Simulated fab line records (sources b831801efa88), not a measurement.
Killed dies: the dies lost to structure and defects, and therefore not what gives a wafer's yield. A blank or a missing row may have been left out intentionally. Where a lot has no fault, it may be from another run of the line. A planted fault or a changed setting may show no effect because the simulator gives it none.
What tool caused it? | flow sky130 | Sampling: 12 lots, 36 wafers, 3 of 708 route steps

## WHAT THE GAUGES READ, wafer by wafer
SKY_SPACER_THK_MEAS_01.
lot  | measured     | on           | SPACER_CVD_00_THK (nm)
L552 | day 23 01:46 | filmMetro-01 | 43.1 43.0 43.0
L553 | day 23 22:11 | filmMetro-03 | 43.7 43.8 43.4
L554 | day 24 04:16 | filmMetro-02 | 43.3 43.3 43.2
L555 | day 24 12:49 | filmMetro-03 | 42.8 43.4 43.5
L556 | day 24 18:42 | filmMetro-02 | 42.5 42.3 42.7
L558 | day 25 23:54 | filmMetro-03 | 43.1 42.9 42.8
L560 | day 26 10:13 | filmMetro-02 | 42.7 42.6 42.8
L561 | day 26 15:54 | filmMetro-02 | 42.2 42.3 42.7
L562 | day 27 00:53 | filmMetro-03 | 43.0 43.2 43.3
L572 | day 30 03:48 | filmMetro-01 | 42.4 42.7 42.9
L573 | day 30 13:32 | filmMetro-03 | 43.5 43.3 43.3
L574 | day 30 15:37 | filmMetro-03 | 43.2 43.0 43.2

## TOOL THAT RAN EACH LOT (tool first, then ch and the chambers of the sampled wafers, then the start)
lot  | SKY_VT_ADJUST_PCH_STRIP_09          | SKY_LDD_LDN_EXPOSE_04
L552 | plasmaAsher-03 ch 0,1, day 10 12:33 | ilineStepper-02 ch 0, day 22 09:04
L553 | plasmaAsher-02 ch 0,1, day 11 03:56 | ilineStepper-01 ch 0, day 23 04:10
L554 | plasmaAsher-03 ch 0,1, day 11 09:24 | ilineStepper-02 ch 0, day 23 10:29
L555 | plasmaAsher-02 ch 0,1, day 11 16:05 | ilineStepper-01 ch 0, day 23 20:34
L556 | plasmaAsher-03 ch 1, day 11 21:48   | ilineStepper-01 ch 0, day 24 02:13
L558 | plasmaAsher-03 ch 0,1, day 12 20:21 | ilineStepper-01 ch 0, day 25 07:42
L560 | plasmaAsher-02 ch 0,1, day 13 10:24 | ilineStepper-02 ch 0, day 25 17:43
L561 | plasmaAsher-04 ch 0,1, day 13 15:50 | ilineStepper-02 ch 0, day 25 23:21
L562 | plasmaAsher-03 ch 0,1, day 13 21:35 | ilineStepper-02 ch 0, day 26 07:54
L572 | plasmaAsher-04 ch 0,1, day 17 01:47 | ilineStepper-01 ch 0, day 29 12:20
L573 | plasmaAsher-03 ch 0,1, day 17 12:56 | ilineStepper-02 ch 0, day 29 20:22
L574 | plasmaAsher-03 ch 0,1, day 17 20:30 | ilineStepper-02 ch 0, day 29 23:43
- SKY_VT_ADJUST_PCH_STRIP_09: strips in O2/N2.
- SKY_LDD_LDN_EXPOSE_04: exposes mask LDNTM, target cd 700 nm.

## AS READ BY THE TOOLS THEMSELVES (means over the sampled wafers that have a number; for cases with no such wafer, the mark the record gives instead)
SKY_VT_ADJUST_PCH_STRIP_09.
lot  | tool           | drypumpMotorCurrentA (A) | oesProductAu (a.u.) | stripTimeToEndpointS (s)
L552 | plasmaAsher-03 | 5.0                      | 0.707               | 37.90
L553 | plasmaAsher-02 | 6.1                      | 0.712               | 37.78
L554 | plasmaAsher-03 | 5.3                      | 0.708               | 37.86
L555 | plasmaAsher-02 | 5.9                      | 0.708               | 37.77
L556 | plasmaAsher-03 | 4.6                      | 0.717               | 37.75
L558 | plasmaAsher-03 | 5.4                      | 0.710               | 37.77
L560 | plasmaAsher-02 | 5.9                      | 0.712               | 37.61
L561 | plasmaAsher-04 | 5.8                      | 0.711               | 37.68
L562 | plasmaAsher-03 | 5.0                      | 0.711               | 37.74
L572 | plasmaAsher-04 | 6.0                      | 0.720               | 37.76
L573 | plasmaAsher-03 | 5.3                      | 0.712               | 37.83
L574 | plasmaAsher-03 | 5.3                      | 0.712               | 37.85

SKY_LDD_LDN_EXPOSE_04.
lot  | tool            | exposureDoseMJCm2
L552 | ilineStepper-02 | 139.94
L553 | ilineStepper-01 | 140.00
L554 | ilineStepper-02 | 139.95
L555 | ilineStepper-01 | 139.98
L556 | ilineStepper-01 | 140.10
L558 | ilineStepper-01 | 140.15
L560 | ilineStepper-02 | 139.86
L561 | ilineStepper-02 | 139.96
L562 | ilineStepper-02 | 140.12
L572 | ilineStepper-01 | 140.00
L573 | ilineStepper-02 | 140.01
L574 | ilineStepper-02 | 139.98

## THE ANSWER, worked out from the rows above alone
Rule: the lots themselves supply what counts as usual. Put in order of their means at a reading, lots are off if they are a third of the lots or fewer, leave a main group of 4 or more, and stand apart from it by a gap of 3 or more times the standard deviation of the main group's means; of several such gaps the widest counts. If all means in a main group match to the digits the tables above print for the reading, that group is not used. A lot without any number at a reading at which 4 lots or more have one is off too. Where the step has rows for the other lots, those lots are counted as sound. After the gauges, taken in route order, come the tools' own readings; for these a lot's mean is taken, as printed above. At the first step where some lot is off, the reading lying furthest off is the one used; lots without a number count as furthest.
Nothing can be told from this: no lot is off at any reading shown.

## WHAT HAD BEEN PUT IN BY THE SIMULATOR
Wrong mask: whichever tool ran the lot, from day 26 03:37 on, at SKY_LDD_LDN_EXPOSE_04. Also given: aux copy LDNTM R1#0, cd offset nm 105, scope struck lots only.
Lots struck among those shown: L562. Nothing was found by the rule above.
